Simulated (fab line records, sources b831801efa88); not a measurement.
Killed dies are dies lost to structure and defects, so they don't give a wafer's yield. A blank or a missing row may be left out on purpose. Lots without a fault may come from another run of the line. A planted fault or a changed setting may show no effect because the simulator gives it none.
fab line records | flow gf180mcu
record lots=5 wafers=15 last_day=34
route steps=602 shown M1@327 V1@335
lots that met no fault: from a run of the same line without faults
start_h: hours from the record's first day to the start of the lot's first wafer shown | wait_h: hours since the lot's step before | " the same as in the row above | L1.1+2: a row that stands for several wafers | - no value, or no start given | * or withheld: withheld | < > ~ a bound
route shown NAME@n: a module of which the file shows steps, and the number in the route of the first | usual: mean/standard deviation of fault-free wafers | same: alike in all rows | chamber/n: place in a boat | sites: the reading at each site | _std_site: their standard deviation | _edge_site: outer sites' mean less inner sites' | radius_mm: how far each site lies from the wafer's centre | mask NAME#n: copy n | behind: the tool/chamber that last shaped the wafer | hold: why the lot was held/for how many hours/how that ended | device: the transistor (n, p or np) that didn't switch | end of line: the same wafers' tests at the end of the route | a step without rows: its recipe alone | killed: dies lost to structure and defects at the first sort, not the wafer's yield | map: a wafer's dies, x killed, . not, _ none there
set.NAME: the setting as run; set.NAME@STEP: as run at that earlier step | model.NAME: the simulator's own value behind a step, which no gauge read
lots at some steps of the route; a table a step, a row a wafer
services: from which hour (start_h, from the record's first day; less than 0 if before it) a tool's chamber was out of use, for how many hours, and why
## steps
# step GF_M1_PEB_12
# recipe peb_temp_c=135 peb_time_s=90 resist=KrF
# columns lot.wafer tool chamber start_h wait_h
L082.2+4+6 litho_track-02 0 - -
L085.2+5+6 litho_track-01 0 - -
L086.3+5+6 litho_track-01 0 - -
L090.2+5+6 litho_track-01 0 - -
L096.1+3+4 litho_track-01 0 - -
# step GF_M1_DEVELOP_13
# recipe develop_time_s=60 dev_temp_c=21
# columns lot.wafer tool chamber start_h wait_h
L082.2+4+6 litho_track-02 0 461.36 0.2
L085.2+5+6 litho_track-01 0 487.12 0.2
L086.3+5+6 litho_track-01 0 495.29 0.1
L090.2+5+6 litho_track-01 0 526.07 0.2
L096.1+3+4 litho_track-01 0 575.39 0.2
# step GF_M1_CD_MEAS_14
# recipe target_cd_nm=230
# usual cd_nm=229.8/1.1
# columns lot.wafer tool chamber start_h wait_h cd_nm
L082.2 cd_sem-01 - 461.50 0.1 229.6
L082.4 " - " " 230.2
L082.6 " - " " 229.1
L085.2 cd_sem-02 - 487.26 0.1 231.2
L085.5 " - " " 230.5
L085.6 " - " " 230.6
L086.3 cd_sem-02 - 495.43 0.1 231.2
L086.5 " - " " 230.9
L086.6 " - " " 230.1
L090.2 cd_sem-01 - 526.21 0.1 227.1
L090.5 " - " " 228.2
L090.6 " - " " 227.5
L096.1 cd_sem-02 - 575.54 0.1 230.7
L096.3 " - " " 227.8
L096.4 " - " " 230.4
# step GF_M1_OVL_MEAS_15
# usual M1_OVL=2/5.3
# columns lot.wafer tool chamber start_h wait_h M1_OVL[nm]
L082.2 overlay-01 - 461.61 0.1 2
L082.4 " - " " 4
L082.6 " - " " 1
L085.2 overlay-02 - 487.37 0.1 -5
L085.5 " - " " 1
L085.6 " - " " 2
L086.3 overlay-01 - 495.52 0.1 3
L086.5 " - " " -7
L086.6 " - " " 2
L090.2 overlay-02 - 526.32 0.1 5
L090.5 " - " " 2
L090.6 " - " " -1
L096.1 overlay-02 - 575.66 0.1 6
L096.3 " - " " 5
L096.4 " - " " -4
# step GF_M1_METAL_ETCH_16
# recipe chemistry=Cl2/BCl3 mask_material=KrF target_depth_nm=750.8 stop_on=SiO2 pressure_mtorr=8 icp_w=800 bias_w=140 Cl2_flow_sccm=80 bcl3_flow_sccm=40 time_s=125.1
# usual drypump_motor_current_A=6.0/0.45 oes_product_au=0.990/0.0061 throttle_valve_pct=28.229/0.0094
# columns lot.wafer tool chamber start_h wait_h drypump_motor_current_A oes_product_au rf_hours_counter_h throttle_valve_pct
L082.2 rie_metal-03 0 461.64 0.0 5.8 0.988 10 28.231
L082.4 " 1 " " 5.1 0.989 - 28.218
L082.6 " 0 " " 5.8 0.996 - 28.233
L085.2 rie_metal-03 0 487.40 0.0 5.8 0.989 11 28.243
L085.5 " 0 " " 5.8 0.982 - 28.233
L085.6 " 1 " " 5.1 0.986 - 28.224
L086.3 rie_metal-04 1 495.59 0.1 5.6 0.980 - 28.225
L086.5 " 1 " " 5.6 0.997 - 28.234
L086.6 " 0 " " 6.1 0.989 - 28.232
L090.2 rie_metal-01 0 526.35 0.0 5.9 0.994 8 28.235
L090.5 " 0 " " 5.9 0.985 - 28.218
L090.6 " 1 " " 6.7 0.995 - 28.233
L096.1 rie_metal-03 1 575.70 0.0 5.1 0.989 4 28.223
L096.3 " 1 " " 5.1 0.989 - 28.239
L096.4 " 0 " " 5.8 0.990 - 28.239
# step GF_M1_STRIP_17
# recipe chemistry=O2/N2 power_w=1400 pressure_mtorr=1500 platen_temp_c=250 o2_flow_sccm=3000 n2_flow_sccm=300 overash_fraction=0.5
# usual drypump_motor_current_A=5.7/0.61 heater_power_w=317/11 oes_product_au=0.538/0.0045 strip_time_to_endpoint_s=7.39/0.043
# columns lot.wafer tool chamber start_h wait_h drypump_motor_current_A heater_power_w oes_product_au rf_hours_counter_h strip_time_to_endpoint_s
L082.2 plasma_asher-03 0 461.77 0.1 5.5 329 0.540 84 7.37
L082.4 " 1 " " 5.0 306 0.534 - 7.36
L082.6 " 0 " " 5.4 333 0.540 - 7.40
L085.2 plasma_asher-03 1 487.53 0.1 5.0 305 0.544 87 7.43
L085.5 " 1 " " 5.0 307 0.536 - 7.40
L085.6 " 0 " " 5.5 327 0.530 - 7.41
L086.3 plasma_asher-02 1 495.71 0.1 6.4 320 0.537 - 7.47
L086.5 " 0 " " 5.8 309 0.545 - 7.41
L086.6 " 1 " " 6.4 316 0.543 - 7.41
L090.2 plasma_asher-01 1 526.48 0.1 5.3 321 0.538 42 7.35
L090.5 " 1 " " 5.3 325 0.537 - 7.34
L090.6 " 0 " " 6.8 323 0.536 - 7.31
L096.1 plasma_asher-02 0 575.83 0.1 5.8 313 0.542 83 7.41
L096.3 " 0 " " 5.7 308 0.537 - 7.39
L096.4 " 1 " " 6.5 314 0.548 - 7.40
# step GF_M1_STRIP_18
# recipe chemistry=post_etch_residue_remover time_s=1200 temp_c=72.5
# columns lot.wafer tool chamber start_h wait_h
L082.2+4+6 wet_bench-02 0 461.87 0.1
L085.2+5+6 wet_bench-01 1 487.63 0.1
L086.3+5+6 wet_bench-03 2 495.78 0.0
L090.2+5+6 wet_bench-03 3 526.58 0.1
L096.1+3+4 wet_bench-03 3 575.93 0.1
# step GF_M1_CLEAN_19
# recipe chemistry=DIW dry=n2_spin
# columns lot.wafer tool chamber start_h wait_h
L082.2+4+6 wet_bench-03 2 462.24 0.0
L085.2+5+6 wet_bench-02 1 487.97 0.0
L086.3+5+6 wet_bench-02 0 496.12 0.0
L090.2+5+6 wet_bench-02 2 526.95 0.0
L096.1+3+4 wet_bench-01 0 576.27 0.0
# step GF_V1_CVD_00
# recipe material=SiO2 target_thk_nm=600 sigma_open_frac=0.3 temp_c=400 time_s=100 sih4_flow_sccm=60 pressure_mtorr=6
# columns lot.wafer tool chamber start_h wait_h
L082.2+4+6 hdpcvd-02 2,0,1 462.33 0.0
L085.2+5+6 hdpcvd-02 2,2,1 488.06 0.0
L086.3+5+6 hdpcvd-01 1,0,1 496.21 0.0
L090.2+5+6 hdpcvd-01 0,1,2 527.04 0.0
L096.1+3+4 hdpcvd-02 1,2,2 576.36 0.0
# step GF_V1_THK_MEAS_01
# recipe reads=SiO2_of_V1_CVD_00
# usual V1_CVD_00_THK=601/6
# columns lot.wafer tool chamber start_h wait_h V1_CVD_00_THK[nm]
L082.2 film_metro-02 - 462.42 0.0 606
L082.4 " - " " 601
L082.6 " - " " 604
L085.2 film_metro-02 - 488.14 0.0 595
L085.5 " - " " 596
L085.6 " - " " 594
L086.3 film_metro-04 - 496.30 0.1 603
L086.5 " - " " 604
L086.6 " - " " 595
L090.2 film_metro-03 - 527.12 0.0 591
L090.5 " - " " 589
L090.6 " - " " 601
L096.1 film_metro-02 - 576.43 0.0 595
L096.3 " - " " 597
L096.4 " - " " 599
# step GF_V1_CVD_02
# recipe material=SiO2 target_thk_nm=850 precursor=TEOS temp_c=400 time_s=94.851 rf_w=600
# usual heater_power_w=622/110
# columns lot.wafer tool chamber start_h wait_h heater_power_w
L082.2 pecvd-01 2 462.47 0.0 643
L082.4 " 0 " " 528
L082.6 " 2 " " 699
L085.2 pecvd-04 1 488.19 0.0 526
L085.5 " 1 " " 585
L085.6 " 2 " " 611
L086.3 pecvd-02 0 496.34 0.0 515
L086.5 " 2 " " 785
L086.6 " 0 " " 513
L090.2 pecvd-04 2 527.17 0.0 596
L090.5 " 0 " " 594
L090.6 " 1 " " 647
L096.1 pecvd-01 0 576.49 0.1 442
L096.3 " 1 " " 801
L096.4 " 0 " " 481
## services
# columns tool chamber start_h hours kind
hdpcvd-02 - 446.29 5.5 pm
rie_metal-03 - 447.01 14.6 pm
rie_metal-04 - 450.35 0.3 repair
hdpcvd-02 2 452.15 6.8 repair
litho_track-02 - 461.08 - consumable_replace:filter
plasma_asher-02 - 462.13 1.7 repair
pecvd-02 - 469.98 2.8 pm
wet_bench-02 - 472.89 3.2 repair
pecvd-02 - 493.88 1.9 repair
hdpcvd-02 - 501.26 6.0 pm
plasma_asher-03 - 507.64 1.9 repair
plasma_asher-01 - 534.98 3.3 repair
hdpcvd-02 - 539.25 15.0 pm
hdpcvd-02 0 539.25 15.0 vent_cycle
hdpcvd-02 1 539.25 15.0 vent_cycle
hdpcvd-02 2 539.25 15.0 vent_cycle
hdpcvd-02 0 554.25 - clean
hdpcvd-02 1 554.25 - clean
hdpcvd-02 2 554.25 - clean
rie_metal-03 - 560.14 2.8 pm
hdpcvd-01 - 569.57 18.2 repair
pecvd-02 - 573.01 6.0 pm
rie_metal-01 - 574.68 14.6 pm
rie_metal-03 1 575.83 19.3 repair
## key
fault none
